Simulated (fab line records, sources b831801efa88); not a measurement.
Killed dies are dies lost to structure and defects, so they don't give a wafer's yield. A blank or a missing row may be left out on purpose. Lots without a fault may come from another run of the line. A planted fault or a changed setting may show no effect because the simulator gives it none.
Chamber matching | flow sfq_line | SFQ_TRILAYER_I1_CMP_CMP_046 on cmp-02: 4 sister chambers
The step polishes SiO2. 8 wafers are shown with their chamber, then 10 later ones without.

WAFERS WITH THEIR CHAMBER
wafer  | chamber | motor_current_A (A) | time_to_endpoint_s (s)
L809.5 | 3       | 10.1                | 224
L810.1 | 2       | 9.7                 | 212
L810.6 | 1       | 14.3                | 228
L811.1 | 3       | 9.7                 | 213
L811.5 | 0       | 8.8                 | 221
L812.1 | 1       | 13.5                | 227
L812.2 | 0       | 9.3                 | 227
L812.3 | 2       | 9.9                 | 219

WAFERS WITHOUT THEIR CHAMBER
wafer  | motor_current_A (A) | time_to_endpoint_s (s)
L813.1 | 10.3                | 214
L813.3 | 9.6                 | 210
L813.4 | 8.6                 | 217
L814.3 | 9.6                 | 213
L814.4 | 10.0                | 217
L814.5 | 10.1                | 223
L824.5 | 9.2                 | 215
L826.3 | 13.5                | 206
L826.2 | 10.8                | 204
L826.4 | 8.9                 | 214

WHICH CHAMBER EACH WENT THROUGH
wafer  | from the rows above          | in truth
L813.1 | can't be placed: 2 or 3      | 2
L813.3 | can't be placed: 2 or 3 or 0 | 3
L813.4 | can't be placed: 0 or 2 or 3 | 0
L814.3 | can't be placed: 2 or 3 or 0 | 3
L814.4 | can't be placed: 3 or 2      | 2
L814.5 | can't be placed: 3 or 2 or 0 | 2
L824.5 | can't be placed: 2 or 0 or 3 | 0
L826.3 | 1                            | 1
L826.2 | can't be placed: 2 or 3      | 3
L826.4 | can't be placed: 0 or 2 or 3 | 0
Placed correctly: 1 of 10. Can't be placed from these rows: 9 (the true chamber is among the candidates in 9). Placed wrongly: 0.
How it was worked out, from the rows above alone: a wafer's distance from a chamber is the root of the sum, over the readings, of the square of ((its reading less the chamber's mean) divided by the reading's scatter). The wafer belongs to the nearest chamber; if the next one is less than 2 further off, it can't be placed. A chamber's mean is the mean of its shown wafers. The scatter: the root of (the sum of the squares of (reading less its chamber's mean) over the shown wafers, divided by (wafers less chambers)).
